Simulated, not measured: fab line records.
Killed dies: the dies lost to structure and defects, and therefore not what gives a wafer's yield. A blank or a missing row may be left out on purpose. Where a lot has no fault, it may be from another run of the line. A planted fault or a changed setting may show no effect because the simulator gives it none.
The tool behind it: which one? ; flow sky130 ; 13 lots with 39 wafers sampled at 5 steps, on a route of 708 steps

## WHAT THE GAUGES READ, wafer by wafer
SKY_VIA2_CD_MEAS_12 targets a cd of 200 nm. Usual: cd-nm at 200.2 nm, with a standard deviation of 1.5.
lot;measured;on;cd-nm (nm);flag
L188;day 37 11:23;cd-sem-01;202.1 200.7 200.4;
L187;day 37 17:55;cd-sem-01;199.4 200.5 199.9;
L196;day 40 10:40;cd-sem-02;199.3 199.4 200.5;
L197;day 40 12:28;cd-sem-02;200.3 199.3 201.3;
L198;day 40 18:54;cd-sem-02;200.8 201.0 201.1;
L199;day 41 07:41;cd-sem-01;199.2 199.8 199.8;
L200;day 41 10:41;cd-sem-02;201.8 200.9 200.9;
L201;day 41 18:10;cd-sem-01;197.9 199.0 200.9;
L202;day 41 22:55;cd-sem-02;199.1 200.7 199.8;
L203;day 42 07:54;cd-sem-01;201.5 201.5 200.6;
L204;day 42 09:56;cd-sem-02;197.6 198.3 196.9;
L207;day 42 23:36;cd-sem-02;201.0 200.4 200.2;
L208;day 43 15:08;cd-sem-01;200.0 199.6 200.7;

SKY_VIA2_RS_MEAS_22: measurement is done with a four-point probe. Usual: for VIA2_W_RS the level is 0.2733 ohm/sq and the standard deviation is 0.0027.
lot;measured;on;VIA2_W_RS (ohm/sq);flag
L188;day 37 12:31;film-metro-02;0.9577 0.9701 0.9899 0.9577 0.9738 0.9897;OFF
L187;day 37 19:07;film-metro-03;0.9735 0.9627 1.0018 0.9768 0.9600 0.9990;OFF
L196;day 40 11:43;film-metro-01;0.2689 0.2747 0.2724;
L197;day 40 13:31;film-metro-02;0.2698 0.2727 0.2714;
L198;day 40 19:59;film-metro-01;0.2704 0.2703 0.2753;
L199;day 41 08:44;film-metro-03;0.2735 0.2743 0.2709;
L200;day 41 11:45;film-metro-02;0.2720 0.2651 0.2722;
L201;day 41 19:20;film-metro-03;0.2720 0.2706 0.2705;
L202;day 42 00:05;film-metro-03;0.2762 0.2757 0.2736;
L203;day 42 08:57;film-metro-02;0.2751 0.2763 0.2713;
L204;day 42 11:05;film-metro-03;0.2730 0.2711 0.2735;
L207;day 43 00:39;film-metro-02;0.2712 0.2654 0.2701;
L208;day 43 16:10;film-metro-03;0.2738 0.2733 0.2780;

## WHICH TOOL RAN EACH LOT (tool, then ch and the chambers of the sampled wafers, then the start)
lot;SKY_VIA2_CMP_02;SKY_VIA2_ETCH_15;SKY_VIA2_CVD_21
L188;cmp-01 ch 0,1, day 36 09:31;rie-diel-02 ch 2,3, day 37 11:36;cvd-w-02 ch 0,1, day 37 12:23
L187;cmp-01 ch 0,1,2, day 36 15:44;rie-diel-04 ch 0,2,3, day 37 18:05;cvd-w-02 ch 1, day 37 18:56
L196;cmp-02 ch 1,2,3, day 39 08:47;rie-diel-01 ch 1,2,3, day 40 10:50;cvd-w-02 ch 1, day 40 11:34
L197;cmp-01 ch 1,3, day 39 11:59;rie-diel-04 ch 0,1, day 40 12:39;cvd-w-01 ch 0,1, day 40 13:22
L198;cmp-02 ch 0,1,2, day 39 18:24;rie-diel-04 ch 0,1, day 40 19:06;cvd-w-01 ch 0,1, day 40 19:51
L199;cmp-01 ch 0,3, day 40 07:09;rie-diel-04 ch 0,1,3, day 41 07:51;cvd-w-02 ch 0,1, day 41 08:37
L200;cmp-02 ch 1,2,3, day 40 09:11;rie-diel-02 ch 0,3, day 41 10:50;cvd-w-01 ch 0,1, day 41 11:37
L201;cmp-01 ch 0,2,3, day 40 17:55;rie-diel-02 ch 0,1,2, day 41 18:20;cvd-w-02 ch 1, day 41 19:06
L202;cmp-02 ch 0,1,3, day 40 23:39;rie-diel-02 ch 1,2, day 41 23:05;cvd-w-02 ch 1, day 41 23:50
L203;cmp-02 ch 0,2, day 41 08:31;rie-diel-01 ch 1,3, day 42 08:06;cvd-w-02 ch 0,1, day 42 08:49
L204;cmp-01 ch 1,2, day 41 09:41;rie-diel-04 ch 0,1,2, day 42 10:05;cvd-w-01 ch 0,1, day 42 10:52
L207;cmp-02 ch 1,2,3, day 42 00:09;rie-diel-01 ch 0,1,2, day 42 23:48;cvd-w-01 ch 0,1, day 43 00:31
L208;cmp-01 ch 0,3, day 42 15:58;rie-diel-04 ch 0,1, day 43 15:17;cvd-w-02 ch 0,1, day 43 16:02
- SKY_VIA2_CMP_02: polishes SiO2.
- SKY_VIA2_ETCH_15: etches SiO2 in C4F8/O2/Ar, stops on TiN, target depth 546 nm, time 84 s.
- SKY_VIA2_CVD_21: deposits W, target thk 420 nm, time 126.4 s.

## AS READ BY THE TOOLS THEMSELVES (means over the sampled wafers that have a number; for cases with no such wafer, the mark the record gives instead)
SKY_VIA2_CMP_02. Usual: head-pressure-psi 4.000 psi, standard deviation 0.0081; motor-current-A 11.8 A, standard deviation 1.2; slurry-filter-dp-kPa 13.48 kPa, standard deviation 0.14.
lot;tool;head-pressure-psi (psi);motor-current-A (A);slurry-filter-dp-kPa (kPa);flag
L188;cmp-01;3.995;12.3;13.52;
L187;cmp-01;3.994;10.9;13.32;
L196;cmp-02;3.992;12.6;13.43;
L197;cmp-01;4.001;11.4;13.54;
L198;cmp-02;4.008;12.7;13.57;
L199;cmp-01;3.999;12.8;13.63;
L200;cmp-02;4.007;12.7;13.58;
L201;cmp-01;4.006;11.3;13.56;
L202;cmp-02;3.998;12.2;13.57;
L203;cmp-02;3.996;12.0;13.45;
L204;cmp-01;3.997;10.1;13.37;
L207;cmp-02;4.006;12.7;13.35;
L208;cmp-01;4.008;12.2;13.49;

SKY_VIA2_ETCH_15. Usual: oes-product-au at 0.940 a.u., with a standard deviation of 0.0047.
lot;tool;oes-product-au (a.u.);flag
L188;rie-diel-02;0.939;
L187;rie-diel-04;0.942;
L196;rie-diel-01;0.938;
L197;rie-diel-04;0.939;
L198;rie-diel-04;0.940;
L199;rie-diel-04;0.938;
L200;rie-diel-02;0.942;
L201;rie-diel-02;0.936;
L202;rie-diel-02;0.940;
L203;rie-diel-01;0.938;
L204;rie-diel-04;0.942;
L207;rie-diel-01;0.944;
L208;rie-diel-04;0.945;

SKY_VIA2_CVD_21. Usual: heater-power-w at 936 W, with a standard deviation of 120.
lot;tool;heater-power-w (W);flag
L188;cvd-w-02;1038;
L187;cvd-w-02;929;
L196;cvd-w-02;946;
L197;cvd-w-01;807;
L198;cvd-w-01;836;
L199;cvd-w-02;995;
L200;cvd-w-01;842;
L201;cvd-w-02;938;
L202;cvd-w-02;947;
L203;cvd-w-02;1048;
L204;cvd-w-01;818;
L207;cvd-w-01;799;
L208;cvd-w-02;1007;

## THE ANSWER, worked out from the rows above alone
Rule: a lot counts as off when the mean over its wafers that have a number is more than 3 standard deviations away from the usual mean. Also off: a lot with no number at a reading for which 4 or more lots have one. Where the step has rows for the other lots, those lots are counted as sound. Order of review: gauges by route order, followed by the tools' own readings, for which a lot's mean as printed above is used. The first step at which some lot is off is used, and at that step the reading that is off furthest; a lot without a number counts as furthest.
Off: at SKY_VIA2_RS_MEAS_22 (VIA2_W_RS), L188, L187.
A tool fits if, at a process step before that reading, it ran every lot that is off, and no sound lot after the first of them. Gauges at SKY_VIA2_RS_MEAS_22: tried the same way as those tools. No candidate that was tried fits.

## WHAT HAD BEEN PUT IN BY THE SIMULATOR
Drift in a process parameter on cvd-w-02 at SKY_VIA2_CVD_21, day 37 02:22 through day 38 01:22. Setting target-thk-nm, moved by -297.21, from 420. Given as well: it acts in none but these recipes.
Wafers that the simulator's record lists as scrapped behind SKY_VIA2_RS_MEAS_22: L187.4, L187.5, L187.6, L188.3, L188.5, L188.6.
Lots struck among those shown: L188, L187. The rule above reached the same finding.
